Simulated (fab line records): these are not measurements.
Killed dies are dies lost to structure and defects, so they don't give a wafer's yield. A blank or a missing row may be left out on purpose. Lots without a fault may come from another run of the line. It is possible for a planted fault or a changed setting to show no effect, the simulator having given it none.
Which tool did it? | flow sky130 | Sampling: 13 lots, 39 wafers, 5 of 708 route steps

## WHAT THE GAUGES SHOWED, per wafer
SKY_FIELD_ISO_CD_MEAS_13 targets a cd of 150 nm. Usual: 150.5 nm for cd_nm, sd 1.5.
lot  | measured    | on        | cd_nm (nm)        | flag
L980 | day 2 05:02 | cd_sem-01 | 150.0 149.7 150.9 |
L981 | day 2 08:25 | cd_sem-02 | 151.3 149.7 149.3 |
L982 | day 2 14:02 | cd_sem-01 | 151.7 152.6 152.1 |
L983 | day 2 22:06 | cd_sem-01 | 150.9 149.6 150.7 |
L984 | day 3 01:23 | cd_sem-02 | 148.8 148.8 149.5 |
L985 | day 3 08:02 | cd_sem-01 | 151.8 150.9 152.0 |
L986 | day 3 18:17 | cd_sem-01 | 149.8 150.5 149.7 |
L987 | day 3 21:23 | cd_sem-02 | 149.2 149.9 150.0 |
L988 | day 3 22:59 | cd_sem-01 | 151.3 151.3 151.9 |
L990 | day 4 09:10 | cd_sem-02 | 150.7 151.4 151.9 |
L991 | day 4 14:29 | cd_sem-02 | 150.4 152.3 152.1 |
L101 | day 6 20:32 | cd_sem-02 | 152.8 152.7 154.5 |
L103 | day 7 06:26 | cd_sem-01 | 147.8 149.7 149.1 |

SKY_NWELL_OVL_MEAS_10. Usual: for NWELL_00_OVL the level is 0.5 nm and the standard deviation is 1.4.
lot  | measured     | on         | NWELL_00_OVL (nm) | flag
L980 | day 4 12:14  | overlay-02 | 2.2 1.8 0.3       |
L981 | day 5 00:26  | overlay-02 | 1.5 1.2 1.4       |
L982 | day 5 06:13  | overlay-01 | -1.3 0.8 -0.6     |
L983 | day 5 11:38  | overlay-02 | -0.8 0.1 1.0      |
L984 | day 5 12:14  | overlay-01 | -1.7 -1.4 0.1     |
L985 | day 5 16:08  | overlay-01 | -1.1 -1.6 -1.0    |
L986 | day 6 04:35  | overlay-02 | -3.5 -4.8 -1.6    |
L987 | day 6 09:23  | overlay-01 | -0.3 1.2 0.7      |
L988 | day 6 10:32  | overlay-02 | -0.3 -0.2 1.1     |
L990 | day 7 01:50  | overlay-02 | 0.1 0.6 0.9       |
L991 | day 7 13:36  | overlay-01 | -0.4 1.7 1.4      |
L101 | day 9 15:14  | overlay-02 | -0.9 2.3 -0.8     |
L103 | day 10 08:35 | overlay-01 | 0.3 0.5 -0.1      |

SKY_VT_ADJUST_LVTN_OVL_MEAS_07. Usual: for VT_ADJUST_LVTN_OVL the level is 0.7 nm and the standard deviation is 1.3.
lot  | measured     | on         | VT_ADJUST_LVTN_OVL (nm) | flag
L980 | day 6 18:20  | overlay-02 | 1.9 0.4 3.1             |
L981 | day 7 14:55  | overlay-02 | -0.2 -2.1 -0.7          |
L982 | day 7 15:28  | overlay-01 | 1.7 -2.2 1.4            |
L983 | day 7 19:35  | overlay-02 | 1.4 1.3 1.5             |
L984 | day 7 20:08  | overlay-02 | 1.7 -1.4 0.5            |
L985 | day 8 00:46  | overlay-01 | 2.1 -0.6 3.0            |
L986 | day 8 16:07  | overlay-02 | -0.6 0.1 -2.0           |
L987 | day 9 00:01  | overlay-02 | 0.0 1.4 1.8             |
L988 | day 9 00:38  | overlay-01 | 1.5 1.8 0.3             |
L990 | day 9 16:10  | overlay-02 | 1.2 0.1 1.7             |
L991 | day 10 05:23 | overlay-02 | 1.3 2.3 1.7             |
L101 | day 12 14:26 | overlay-02 | - - -                   | OFF
L103 | day 13 09:20 | overlay-02 | - - -                   | OFF

## TOOL THAT RAN EACH LOT (tool first, then ch and the chambers of the sampled wafers, then the start)
lot  | SKY_NWELL_STRIP_25                   | SKY_VT_ADJUST_LVTN_DEVELOP_06
L980 | plasma_asher-04 ch 0,1, day 5 06:07  | litho_track-01 ch 0, day 6 18:00
L981 | plasma_asher-03 ch 0,1, day 5 19:34  | litho_track-04 ch 0, day 7 14:00
L982 | plasma_asher-04 ch 0,1, day 6 00:37  | litho_track-02 ch 0, day 7 15:00
L983 | plasma_asher-02 ch 0,1, day 6 05:28  | litho_track-04 ch 0, day 7 19:00
L984 | plasma_asher-03 ch 0,1, day 6 05:46  | litho_track-01 ch 0, day 7 19:00
L985 | plasma_asher-03 ch 0,1, day 6 08:40  | litho_track-04 ch 0, day 8 00:00
L986 | plasma_asher-03 ch 1, day 7 00:13    | litho_track-02 ch 0, day 8 15:00
L987 | plasma_asher-03 ch 1, day 7 06:40    | litho_track-02 ch 0, day 8 23:00
L988 | plasma_asher-03 ch 0,1, day 7 07:10  | litho_track-04 ch 0, day 9 00:00
L990 | plasma_asher-03 ch 0,1, day 7 20:58  | litho_track-04 ch 0, day 9 16:00
L991 | plasma_asher-02 ch 0,1, day 8 09:32  | litho_track-04 ch 0, day 10 05:00
L101 | plasma_asher-02 ch 0,1, day 10 14:10 | litho_track-01 ch 0, day 12 14:00
L103 | plasma_asher-04 ch 0,1, day 11 08:02 | litho_track-01 ch 0, day 13 09:00
- SKY_NWELL_STRIP_25: strips in O2/N2.
- SKY_VT_ADJUST_LVTN_DEVELOP_06: develop time 60 s.

## AS READ BY THE TOOLS THEMSELVES (means over the sampled wafers that have a number; for cases with no such wafer, the mark the record gives instead)
SKY_NWELL_STRIP_25. Usual: drypump_motor_current_A 5.7 A, standard deviation 0.46; oes_product_au 0.723 a.u., standard deviation 0.0045; strip_time_to_endpoint_s 36.91 s, standard deviation 0.1.
lot  | tool            | drypump_motor_current_A (A) | oes_product_au (a.u.) | strip_time_to_endpoint_s (s) | flag
L980 | plasma_asher-04 | 5.3                         | 0.721                 | 36.97                        |
L981 | plasma_asher-03 | 6.2                         | 0.721                 | 36.94                        |
L982 | plasma_asher-04 | 5.6                         | 0.720                 | 36.96                        |
L983 | plasma_asher-02 | 5.5                         | 0.721                 | 36.93                        |
L984 | plasma_asher-03 | 5.9                         | 0.723                 | 36.87                        |
L985 | plasma_asher-03 | 5.9                         | 0.722                 | 36.76                        |
L986 | plasma_asher-03 | 5.6                         | 0.726                 | 36.88                        |
L987 | plasma_asher-03 | 5.6                         | 0.722                 | 37.05                        |
L988 | plasma_asher-03 | 6.2                         | 0.719                 | 36.79                        |
L990 | plasma_asher-03 | 6.2                         | 0.724                 | 36.98                        |
L991 | plasma_asher-02 | 5.5                         | 0.726                 | 36.79                        |
L101 | plasma_asher-02 | 5.7                         | 0.725                 | 36.90                        |
L103 | plasma_asher-04 | 5.3                         | 0.720                 | 37.02                        |

## THE ANSWER, worked out from the rows above alone
Rule: a lot is off if the mean of its wafers that have a number lies more than 3 standard deviations from the usual mean. A lot without any number at a reading at which 4 lots or more have one is off too. The other lots that the step has rows for count as sound. Order of review: gauges by route order, followed by the tools' own readings, for which a lot's mean as printed above is used. The first step at which some lot is off is used, and at that step the reading that is off furthest; a lot without a number counts as furthest.
Off: L101, L103, seen at SKY_VT_ADJUST_LVTN_OVL_MEAS_07 (VT_ADJUST_LVTN_OVL). Without a number there: L101, L103.
A tool fits if, at a process step before that reading, it ran every lot that is off, and no sound lot after the first of them. Gauges at SKY_VT_ADJUST_LVTN_OVL_MEAS_07: tried the same way as those tools. Undecided on this evidence; 2 tools fit (litho_track-01 at SKY_VT_ADJUST_LVTN_DEVELOP_06, overlay-02 at SKY_VT_ADJUST_LVTN_OVL_MEAS_07).

## WHAT WAS PUT IN BY THE SIMULATOR
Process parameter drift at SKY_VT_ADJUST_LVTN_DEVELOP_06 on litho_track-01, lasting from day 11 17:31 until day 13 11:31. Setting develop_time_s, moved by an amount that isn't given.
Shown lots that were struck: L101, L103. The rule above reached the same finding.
